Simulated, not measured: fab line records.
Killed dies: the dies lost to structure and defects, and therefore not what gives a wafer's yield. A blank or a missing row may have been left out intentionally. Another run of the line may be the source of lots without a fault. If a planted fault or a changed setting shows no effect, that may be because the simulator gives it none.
fab line records	flow sky130
record lots=24	wafers=72	lastDay=50
route steps=708 shown LDD_N@253 LI_CONTACT@363 VIA2@520 METAL3@534 CAPM@539
lots with no fault: from the same line, run without faults
startH: start of the lot's first displayed wafer, in hours after the record's first day	waitH: hours from the lot's prior step to this one	" the same as in the row above	L1.1+2: several wafers, shown together as one row	- value missing, or start not given	* or withheld: withheld	< > ~ a bound
route shown NAME@n: NAME is a module with steps in the file, n the number in the route of the first one	usual: mean/standard deviation of fault-free wafers	same: alike in all rows	chamber/n: place in a boat	sites: each site's reading	_std_site: standard deviation across them	_edge_site: outer sites' mean less inner sites'	radiusMm: how far each site lies from the wafer's centre	mask NAME#n: copy n	behind: the most recent tool/chamber to have shaped the wafer	hold: the reason the lot was held/the length of the hold in hours/how it ended	device: the n, p or np transistor that did not switch	end of line: the tests these same wafers got at the end of their route	step lacking rows: just its recipe	killed: dies that structure and defects cost at the first sort, which is not the same as the wafer's yield	map: per-die view of a wafer (x killed, . not killed, _ where there is no die)
set.NAME: the run value of the setting; set.NAME@STEP: its run value at that earlier step	model.NAME: the simulator's own value behind a step, which no gauge read
a sample of lots followed through the steps of the route, with each step as a table and each wafer as a row
services: from which hour (startH, from the record's first day; less than 0 if before it) a tool's chamber was out of use, for how many hours, and why
## steps
# step SKY_LDD_N_STRIP_16
# recipe chemistry=O2/N2	powerW=1400	pressureMtorr=1500	platenTempC=withheld	o2FlowSccm=3000	n2FlowSccm=300	overashFraction=0.5
# usual chamberPressureMTorr=1499.9/1.3	drypumpMotorCurrentA=5.8/0.43	oesProductAu=0.406/0.0044	stripTimeToEndpointS=4.308/0.015
lot.wafer	tool	chamber	startH	waitH	chamberPressureMTorr	drypumpMotorCurrentA	oesProductAu	rfHoursCounterH	stripTimeToEndpointS
L074.2	plasmaAsher-02	0	395.43	0.1	1500.2	5.3	0.402	27	4.292
L074.3	"	1	"	"	1500.2	6.1	0.408	-	4.311
L074.6	"	1	"	"	1499.6	6.1	0.401	-	4.343
L075.1	plasmaAsher-03	0	406.96	0.1	1500.8	5.7	0.404	70	4.279
L075.5	"	0	"	"	1502.8	5.7	0.405	-	4.288
L075.6	"	1	"	"	1501.7	5.3	0.403	-	4.294
L076.1	plasmaAsher-04	0	415.36	0.1	1499.6	5.6	0.406	60	4.334
L076.4	"	1	"	"	1500.7	6.3	0.407	-	4.301
L076.5	"	1	"	"	1499.6	6.3	0.414	-	4.301
L077.4	plasmaAsher-02	1	430.15	0.1	1499.7	6.2	0.404	-	4.316
L077.5	"	0	"	"	1500.2	5.3	0.409	-	4.306
L077.6	"	1	"	"	1501.6	6.1	0.404	-	4.314
L078.1	plasmaAsher-02	0	435.11	0.1	1500.3	5.3	0.401	31	4.316
L078.2	"	1	"	"	1499.5	6.1	0.405	31	4.329
L078.3	"	0	"	"	1499.3	5.2	0.400	-	4.314
L079.4	plasmaAsher-02	1	448.55	0.1	1500.6	6.2	0.409	-	4.333
L079.5	"	1	"	"	1501.0	6.2	0.409	-	4.341
L079.6	"	0	"	"	1500.3	5.3	0.410	-	4.300
L080.1	plasmaAsher-04	0	454.06	0.1	1501.6	5.6	0.404	65	4.287
L080.3	"	0	"	"	1500.6	5.6	0.409	-	4.301
L080.6	"	1	"	"	1500.2	6.3	0.403	-	4.296
L081.3	plasmaAsher-02	0	461.51	0.1	1497.8	5.3	0.412	-	4.298
L081.4	"	1	"	"	1498.9	6.2	0.409	-	4.290
L081.5	"	1	"	"	1500.1	6.2	0.401	-	4.305
L082.1	plasmaAsher-04	0	482.28	0.1	1498.6	5.6	0.415	67	4.314
L082.3	"	0	"	"	1499.7	5.6	0.405	-	4.307
L082.6	"	0	"	"	1499.1	5.6	0.410	-	4.312
L083.1	plasmaAsher-02	0	482.36	0.1	1500.9	5.3	0.406	36	4.315
L083.2	"	1	"	"	1500.2	6.1	0.408	36	4.303
L083.3	"	0	"	"	1497.7	5.3	0.405	-	4.313
L084.4	plasmaAsher-02	1	493.00	0.1	1499.8	6.1	0.399	-	4.321
L084.5	"	0	"	"	1498.5	5.3	0.401	-	4.307
L084.6	"	1	"	"	1499.6	6.1	0.403	-	4.302
L085.3	plasmaAsher-04	1	502.90	0.1	1500.1	6.3	0.405	-	4.319
L085.4	"	0	"	"	1498.3	5.6	0.407	-	4.310
L085.6	"	1	"	"	1498.4	6.4	0.408	-	4.328
L086.3	plasmaAsher-04	0	512.46	0.1	1501.4	5.6	0.411	-	4.318
L086.5	"	0	"	"	1503.4	5.6	0.415	-	4.316
L086.6	"	1	"	"	1500.8	6.4	0.414	-	4.313
L087.3	plasmaAsher-04	1	521.33	0.1	1501.8	6.3	0.412	-	4.299
L087.5	"	0	"	"	1497.8	5.6	0.396	-	4.294
L087.6	"	1	"	"	1498.2	6.3	0.410	-	4.300
L088.1	plasmaAsher-04	1	526.55	0.1	1497.5	6.3	0.403	72	4.287
L088.2	"	0	"	"	1500.5	5.6	0.406	72	4.294
L088.3	"	1	"	"	1499.5	6.3	0.403	-	4.277
L089.1	plasmaAsher-04	1	532.60	0.1	1500.6	6.4	0.395	73	4.289
L089.5	"	1	"	"	1498.4	6.4	0.406	-	4.300
L089.6	"	0	"	"	1500.8	5.6	0.417	-	4.310
L090.2	plasmaAsher-02	1	545.11	0.1	1501.8	6.2	0.407	41	4.296
L090.3	"	1	"	"	1500.7	6.2	0.408	-	4.289
L090.4	"	0	"	"	1499.0	5.3	0.401	-	4.306
L092.1	plasmaAsher-03	1	557.88	0.1	1497.4	5.3	0.408	86	4.320
L092.3	"	0	"	"	1500.4	5.7	0.408	-	4.308
L092.6	"	1	"	"	1501.1	5.3	0.408	-	4.308
L091.1	plasmaAsher-02	0	559.38	0.1	1498.1	5.2	0.406	42	4.312
L091.4	"	1	"	"	1500.5	6.2	0.402	-	4.304
L091.6	"	0	"	"	1498.6	5.3	0.409	-	4.309
L093.1	plasmaAsher-04	1	565.40	0.1	1499.3	6.3	0.401	76	4.321
L093.2	"	0	"	"	1498.5	5.6	0.394	76	4.314
L093.3	"	1	"	"	1499.7	6.3	0.415	-	4.317
L094.4	plasmaAsher-02	0	577.88	0.1	1498.8	5.3	0.407	-	4.290
L094.5	"	0	"	"	1500.1	5.3	0.396	-	4.302
L094.6	"	1	"	"	1500.2	6.1	0.413	-	4.308
L095.3	plasmaAsher-02	0	581.83	0.1	1498.0	5.2	0.405	-	4.299
L095.5	"	0	"	"	1499.5	5.2	0.405	-	4.305
L095.6	"	1	"	"	1500.3	6.2	0.410	-	4.293
L096.2	plasmaAsher-04	0	591.21	0.1	1499.9	5.6	0.413	79	4.319
L096.4	"	1	"	"	1501.2	6.3	0.414	-	4.300
L096.5	"	0	"	"	1500.5	5.6	0.403	-	4.293
L097.2	plasmaAsher-03	1	597.60	0.1	1499.5	5.2	0.399	90	4.331
L097.4	"	1	"	"	1501.4	5.2	0.404	-	4.330
L097.6	"	0	"	"	1501.3	5.7	0.406	-	4.331
# step SKY_LI_CONTACT_THK_MEAS_01
# recipe reads=PSG_of_LI_CONTACT_HDPCVD_00
# usual LI_CONTACT_HDPCVD_THK=927/7.9
lot.wafer	tool	chamber	startH	waitH	LI_CONTACT_HDPCVD_THK[nm]
L074.2	filmMetro-01	-	641.27	0.1	921
L074.3	"	-	"	"	930
L074.6	"	-	"	"	935
L075.1	filmMetro-02	-	656.29	0.1	922
L075.5	"	-	"	"	925
L075.6	"	-	"	"	929
L076.1	filmMetro-02	-	659.21	0.1	944
L076.4	"	-	"	"	922
L076.5	"	-	"	"	940
L077.4	filmMetro-03	-	673.48	0.0	922
L077.5	"	-	"	"	925
L077.6	"	-	"	"	914
L078.1	filmMetro-03	-	683.35	0.1	920
L078.2	"	-	"	"	942
L078.3	"	-	"	"	917
L079.4	filmMetro-02	-	688.46	0.0	941
L079.5	"	-	"	"	931
L079.6	"	-	"	"	934
L080.1	filmMetro-01	-	691.70	0.1	931
L080.3	"	-	"	"	922
L080.6	"	-	"	"	939
L081.3	filmMetro-02	-	700.25	0.1	920
L081.4	"	-	"	"	917
L081.5	"	-	"	"	931
L082.1	filmMetro-01	-	719.53	0.1	913
L082.3	"	-	"	"	919
L082.6	"	-	"	"	918
L083.1	filmMetro-01	-	720.51	0.1	928
L083.2	"	-	"	"	944
L083.3	"	-	"	"	928
L084.4	filmMetro-01	-	729.41	0.0	920
L084.5	"	-	"	"	928
L084.6	"	-	"	"	928
L085.3	filmMetro-01	-	739.31	0.1	930
L085.4	"	-	"	"	926
L085.6	"	-	"	"	932
L086.3	filmMetro-01	-	747.68	0.1	924
L086.5	"	-	"	"	933
L086.6	"	-	"	"	924
L087.3	filmMetro-03	-	754.17	0.1	939
L087.5	"	-	"	"	935
L087.6	"	-	"	"	920
L088.1	filmMetro-02	-	759.76	0.1	926
L088.2	"	-	"	"	929
L088.3	"	-	"	"	928
L089.1	filmMetro-02	-	765.83	0.1	933
L089.5	"	-	"	"	928
L089.6	"	-	"	"	943
L090.2	filmMetro-02	-	778.71	0.1	924
L090.3	"	-	"	"	922
L090.4	"	-	"	"	927
L092.1	filmMetro-03	-	786.88	0.1	903
L092.3	"	-	"	"	923
L092.6	"	-	"	"	918
L091.1	filmMetro-02	-	787.13	0.1	938
L091.4	"	-	"	"	929
L091.6	"	-	"	"	938
L093.1	filmMetro-02	-	796.03	0.1	924
L093.2	"	-	"	"	928
L093.3	"	-	"	"	925
L094.4	filmMetro-03	-	806.74	0.0	922
L094.5	"	-	"	"	917
L094.6	"	-	"	"	926
L095.3	filmMetro-02	-	809.02	0.1	941
L095.5	"	-	"	"	925
L095.6	"	-	"	"	921
L097.2	filmMetro-01	-	820.26	0.1	937
L097.4	"	-	"	"	925
L097.6	"	-	"	"	927
L096.2	filmMetro-02	-	827.75	0.1	919
L096.4	"	-	"	"	919
L096.5	"	-	"	"	925
# step SKY_VIA2_OVL_MEAS_13
# usual VIA2_OVL=1/5.9
lot.wafer	tool	chamber	startH	waitH	VIA2_OVL[nm]
L074.2	overlay-02	-	839.24	0.1	8
L074.3	"	-	"	"	2
L074.6	"	-	"	"	2
L075.1	overlay-02	-	853.95	0.1	-3
L075.5	"	-	"	"	-4
L075.6	"	-	"	"	-3
L076.1	overlay-02	-	858.52	0.1	-3
L076.4	"	-	"	"	-7
L076.5	"	-	"	"	-5
L077.4	overlay-02	-	873.40	0.1	9
L077.5	"	-	"	"	7
L077.6	"	-	"	"	7
L078.1	overlay-02	-	880.38	0.1	7
L078.2	"	-	"	"	4
L078.3	"	-	"	"	4
L079.4	overlay-02	-	884.35	0.1	10
L079.5	"	-	"	"	6
L079.6	"	-	"	"	7
L080.1	overlay-01	-	886.07	0.1	-9
L080.3	"	-	"	"	-7
L080.6	"	-	"	"	-1
L081.3	overlay-01	-	896.08	0.1	1
L081.4	"	-	"	"	-3
L081.5	"	-	"	"	1
L082.1	overlay-02	-	913.43	0.1	14
L082.3	"	-	"	"	11
L082.6	"	-	"	"	15
L083.1	overlay-02	-	913.95	0.1	-7
L083.2	"	-	"	"	-6
L083.3	"	-	"	"	-4
L084.4	overlay-01	-	926.22	0.1	8
L084.5	"	-	"	"	11
L084.6	"	-	"	"	4
L085.3	overlay-01	-	930.23	0.1	-7
L085.4	"	-	"	"	-4
L085.6	"	-	"	"	-4
L086.3	overlay-02	-	938.43	0.1	4
L086.5	"	-	"	"	3
L086.6	"	-	"	"	6
L087.3	overlay-01	-	944.19	0.1	3
L087.5	"	-	"	"	-2
L087.6	"	-	"	"	-3
L088.1	overlay-01	-	948.95	0.1	-3
L088.2	"	-	"	"	-5
L088.3	"	-	"	"	-9
L089.1	overlay-01	-	954.45	0.1	14
L089.5	"	-	"	"	1
L089.6	"	-	"	"	13
L090.2	overlay-02	-	969.71	0.1	3
L090.3	"	-	"	"	5
L090.4	"	-	"	"	-2
L092.1	overlay-02	-	975.85	0.1	-6
L092.3	"	-	"	"	-1
L092.6	"	-	"	"	-4
L091.1	overlay-01	-	978.77	0.1	6
L091.4	"	-	"	"	12
L091.6	"	-	"	"	5
L093.1	overlay-02	-	981.75	0.1	5
L093.2	"	-	"	"	2
L093.3	"	-	"	"	-6
L094.4	overlay-02	-	993.60	0.1	4
L094.5	"	-	"	"	-2
L094.6	"	-	"	"	0
L095.3	overlay-02	-	995.38	0.1	-3
L095.5	"	-	"	"	-6
L095.6	"	-	"	"	-10
L097.2	overlay-02	-	1004.76	0.1	-7
L097.4	"	-	"	"	-3
L097.6	"	-	"	"	0
L096.2	overlay-02	-	1010.66	0.1	3
L096.4	"	-	"	"	4
L096.5	"	-	"	"	4
# step SKY_METAL3_SPUTTER_02
# recipe material=AlCu	targetThkNm=735	powerW=10600	timeS=39.1	chamberPressurePa=0.4
# usual throttleValvePct=29.9/1.2
lot.wafer	tool	chamber	startH	waitH	throttleValvePct
L074.2	pvdSputter-02	-	840.74	0.0	31.6
L074.3	"	-	"	"	27.8
L074.6	"	-	"	"	30.7
L075.1	pvdSputter-02	-	855.47	0.0	27.7
L075.5	"	-	"	"	28.8
L075.6	"	-	"	"	27.7
L076.1	pvdSputter-02	-	859.97	0.0	29.3
L076.4	"	-	"	"	30.8
L076.5	"	-	"	"	27.7
L077.4	pvdSputter-02	-	874.84	0.0	31.5
L077.5	"	-	"	"	30.4
L077.6	"	-	"	"	31.3
L078.1	pvdSputter-04	-	881.86	0.0	29.8
L078.2	"	-	"	"	29.5
L078.3	"	-	"	"	30.6
L079.4	pvdSputter-02	-	885.82	0.0	27.8
L079.5	"	-	"	"	29.4
L079.6	"	-	"	"	30.6
L080.1	pvdSputter-02	-	887.52	0.0	29.5
L080.3	"	-	"	"	27.5
L080.6	"	-	"	"	31.8
L081.3	pvdSputter-01	-	897.53	0.0	27.4
L081.4	"	-	"	"	31.9
L081.5	"	-	"	"	30.0
L082.1	pvdSputter-04	-	914.89	0.0	29.7
L082.3	"	-	"	"	29.7
L082.6	"	-	"	"	30.1
L083.1	pvdSputter-02	-	915.57	0.0	29.2
L083.2	"	-	"	"	30.7
L083.3	"	-	"	"	28.0
L084.4	pvdSputter-01	-	927.66	0.0	27.6
L084.5	"	-	"	"	27.5
L084.6	"	-	"	"	30.0
L085.3	pvdSputter-02	-	931.68	0.0	30.6
L085.4	"	-	"	"	27.7
L085.6	"	-	"	"	31.7
L086.3	pvdSputter-04	-	939.87	0.0	30.6
L086.5	"	-	"	"	29.5
L086.6	"	-	"	"	30.1
L087.3	pvdSputter-02	-	945.63	0.0	30.5
L087.5	"	-	"	"	31.1
L087.6	"	-	"	"	30.7
L088.1	pvdSputter-01	-	950.40	0.0	31.5
L088.2	"	-	"	"	31.7
L088.3	"	-	"	"	30.2
L089.1	pvdSputter-02	-	955.94	0.0	29.1
L089.5	"	-	"	"	30.5
L089.6	"	-	"	"	29.4
L090.2	pvdSputter-04	-	971.21	0.0	30.7
L090.3	"	-	"	"	29.4
L090.4	"	-	"	"	30.7
L092.1	pvdSputter-02	-	977.64	0.0	27.6
L092.3	"	-	"	"	29.4
L092.6	"	-	"	"	28.0
L091.1	pvdSputter-04	-	980.22	0.0	29.4
L091.4	"	-	"	"	30.2
L091.6	"	-	"	"	29.5
L093.1	pvdSputter-04	-	983.21	0.0	29.5
L093.2	"	-	"	"	30.4
L093.3	"	-	"	"	30.7
L094.4	pvdSputter-04	-	995.03	0.0	30.5
L094.5	"	-	"	"	29.6
L094.6	"	-	"	"	30.7
L095.3	pvdSputter-04	-	996.82	0.0	30.2
L095.5	"	-	"	"	30.1
L095.6	"	-	"	"	29.7
L097.2	pvdSputter-04	-	1006.41	0.0	30.3
L097.4	"	-	"	"	29.6
L097.6	"	-	"	"	29.7
L096.2	pvdSputter-04	-	1012.10	0.0	30.6
L096.4	"	-	"	"	29.4
L096.5	"	-	"	"	30.4
# step SKY_CAPM_SPUTTER_02
# recipe material=TiN	targetThkNm=200	tempC=300	powerW=6738	timeS=166.7	chamberPressurePa=0.4
# usual throttleValvePct=30.1/0.95
lot.wafer	tool	chamber	startH	waitH	throttleValvePct
L074.2	pvdSputter-03	-	840.93	0.0	30.5
L074.3	"	-	"	"	30.8
L074.6	"	-	"	"	31.1
L075.1	pvdSputter-03	-	855.66	0.1	30.2
L075.5	"	-	"	"	30.2
L075.6	"	-	"	"	29.4
L076.1	pvdSputter-03	-	860.16	0.1	30.6
L076.4	"	-	"	"	30.5
L076.5	"	-	"	"	30.7
L077.4	pvdSputter-03	-	875.03	0.0	31.1
L077.5	"	-	"	"	30.2
L077.6	"	-	"	"	31.1
L078.1	pvdSputter-02	-	882.05	0.1	31.4
L078.2	"	-	"	"	27.7
L078.3	"	-	"	"	30.3
L079.4	pvdSputter-03	-	886.01	0.0	30.1
L079.5	"	-	"	"	30.3
L079.6	"	-	"	"	31.0
L080.1	pvdSputter-04	-	887.71	0.1	30.3
L080.3	"	-	"	"	30.5
L080.6	"	-	"	"	30.4
L081.3	pvdSputter-02	-	897.73	0.0	29.2
L081.4	"	-	"	"	31.7
L081.5	"	-	"	"	31.3
L082.1	pvdSputter-02	-	915.08	0.1	27.5
L082.3	"	-	"	"	29.2
L082.6	"	-	"	"	29.6
L083.1	pvdSputter-04	-	915.75	0.1	29.8
L083.2	"	-	"	"	30.6
L083.3	"	-	"	"	30.3
L084.4	pvdSputter-04	-	927.84	0.0	29.6
L084.5	"	-	"	"	30.6
L084.6	"	-	"	"	29.5
L085.3	pvdSputter-04	-	931.86	0.0	29.9
L085.4	"	-	"	"	30.5
L085.6	"	-	"	"	30.4
L086.3	pvdSputter-03	-	940.06	0.0	29.8
L086.5	"	-	"	"	31.2
L086.6	"	-	"	"	30.5
L087.3	pvdSputter-03	-	945.82	0.0	29.7
L087.5	"	-	"	"	30.3
L087.6	"	-	"	"	31.0
L088.1	pvdSputter-02	-	950.59	0.1	29.2
L088.2	"	-	"	"	30.5
L088.3	"	-	"	"	31.6
L089.1	pvdSputter-04	-	956.13	0.1	29.5
L089.5	"	-	"	"	30.2
L089.6	"	-	"	"	29.7
L090.2	pvdSputter-03	-	971.40	0.0	31.2
L090.3	"	-	"	"	29.8
L090.4	"	-	"	"	30.5
L092.1	pvdSputter-03	-	977.83	0.1	30.8
L092.3	"	-	"	"	29.9
L092.6	"	-	"	"	31.0
L091.1	pvdSputter-03	-	980.41	0.1	30.2
L091.4	"	-	"	"	30.5
L091.6	"	-	"	"	29.8
L093.1	pvdSputter-02	-	983.40	0.1	27.9
L093.2	"	-	"	"	30.6
L093.3	"	-	"	"	31.4
L094.4	pvdSputter-03	-	995.22	0.0	30.2
L094.5	"	-	"	"	30.0
L094.6	"	-	"	"	30.4
L095.3	pvdSputter-02	-	997.01	0.0	31.7
L095.5	"	-	"	"	30.7
L095.6	"	-	"	"	31.3
L097.2	pvdSputter-03	-	1006.60	0.0	30.2
L097.4	"	-	"	"	30.4
L097.6	"	-	"	"	30.5
L096.2	pvdSputter-02	-	1012.30	0.0	27.8
L096.4	"	-	"	"	30.3
L096.5	"	-	"	"	27.6
# step SKY_CAPM_RS_MEAS_03
# recipe thkMeasGauge=four-point-probe	reads=TiN_of_CAPM_SPUTTER_02
# usual CAPM_TIN_RS=6.66/0.061
lot.wafer	tool	chamber	startH	waitH	CAPM_TIN_RS[ohm/sq]
L074.2	filmMetro-02	-	841.06	0.1	6.63
L074.3	"	-	"	"	6.66
L074.6	"	-	"	"	6.60
L075.1	filmMetro-04	-	855.77	0.1	6.82
L075.5	"	-	"	"	6.73
L075.6	"	-	"	"	6.86
L076.1	filmMetro-02	-	860.26	0.1	6.63
L076.4	"	-	"	"	6.61
L076.5	"	-	"	"	6.63
L077.4	filmMetro-03	-	875.19	0.1	6.66
L077.5	"	-	"	"	6.65
L077.6	"	-	"	"	6.63
L078.1	filmMetro-04	-	882.16	0.1	6.60
L078.2	"	-	"	"	6.58
L078.3	"	-	"	"	6.57
L079.4	filmMetro-04	-	886.18	0.1	6.69
L079.5	"	-	"	"	6.66
L079.6	"	-	"	"	6.62
L080.1	filmMetro-04	-	887.82	0.1	6.58
L080.3	"	-	"	"	6.63
L080.6	"	-	"	"	6.62
L081.3	filmMetro-02	-	897.88	0.1	6.60
L081.4	"	-	"	"	6.62
L081.5	"	-	"	"	6.59
L082.1	filmMetro-03	-	915.18	0.1	6.64
L082.3	"	-	"	"	6.62
L082.6	"	-	"	"	6.59
L083.1	filmMetro-03	-	915.86	0.1	6.58
L083.2	"	-	"	"	6.67
L083.3	"	-	"	"	6.64
L084.4	filmMetro-02	-	928.01	0.1	6.70
L084.5	"	-	"	"	6.74
L084.6	"	-	"	"	6.71
L085.3	filmMetro-03	-	932.01	0.1	6.75
L085.4	"	-	"	"	6.72
L085.6	"	-	"	"	6.70
L086.3	filmMetro-04	-	940.21	0.1	6.76
L086.5	"	-	"	"	6.69
L086.6	"	-	"	"	6.71
L087.3	filmMetro-04	-	945.97	0.1	6.64
L087.5	"	-	"	"	6.67
L087.6	"	-	"	"	6.63
L088.1	filmMetro-04	-	950.70	0.1	6.66
L088.2	"	-	"	"	6.69
L088.3	"	-	"	"	6.72
L089.1	filmMetro-02	-	956.24	0.1	6.63
L089.5	"	-	"	"	6.63
L089.6	"	-	"	"	6.58
L090.2	filmMetro-02	-	971.53	0.1	6.69
L090.3	"	-	"	"	6.73
L090.4	"	-	"	"	6.65
L092.1	filmMetro-02	-	977.94	0.1	6.64
L092.3	"	-	"	"	6.60
L092.6	"	-	"	"	6.57
L091.1	filmMetro-02	-	980.52	0.1	6.67
L091.4	"	-	"	"	6.66
L091.6	"	-	"	"	6.67
L093.1	filmMetro-04	-	983.51	0.1	6.60
L093.2	"	-	"	"	6.60
L093.3	"	-	"	"	6.64
L094.4	filmMetro-04	-	995.39	0.1	6.63
L094.5	"	-	"	"	6.63
L094.6	"	-	"	"	6.68
L095.3	filmMetro-02	-	997.16	0.1	6.80
L095.5	"	-	"	"	6.77
L095.6	"	-	"	"	6.80
L097.2	filmMetro-02	-	1006.72	0.1	6.62
L097.4	"	-	"	"	6.70
L097.6	"	-	"	"	6.63
L096.2	filmMetro-02	-	1012.43	0.1	6.58
L096.4	"	-	"	"	6.54
L096.5	"	-	"	"	6.60
## services
tool	chamber	startH	hours	kind
pvdSputter-01	-	379.14	13.1	repair
pvdSputter-02	-	437.01	6.7	repair
plasmaAsher-03	-	475.07	0.9	repair
plasmaAsher-02	-	503.82	15.6	pm
pvdSputter-04	-	608.83	4.8	repair
pvdSputter-04	-	614.12	1.7	repair
plasmaAsher-04	-	622.60	6.4	pm
plasmaAsher-04	-	629.54	2.2	repair
plasmaAsher-02	-	633.60	2.0	repair
pvdSputter-03	-	680.16	4.4	repair
pvdSputter-04	-	689.02	14.0	repair
pvdSputter-02	-	718.91	5.3	repair
plasmaAsher-04	-	727.83	0.9	repair
plasmaAsher-04	-	741.54	3.8	repair
pvdSputter-02	-	751.22	4.7	repair
plasmaAsher-04	-	764.80	9.6	repair
pvdSputter-04	-	778.15	0.7	repair
pvdSputter-04	-	792.23	0.8	repair
pvdSputter-04	-	815.61	3.7	repair
pvdSputter-04	-	822.61	7.9	repair
plasmaAsher-04	-	862.17	14.6	pm
pvdSputter-04	-	883.94	1.9	repair
pvdSputter-02	-	903.76	0.9	repair
pvdSputter-03	-	911.61	21.2	repair
## key
fault none
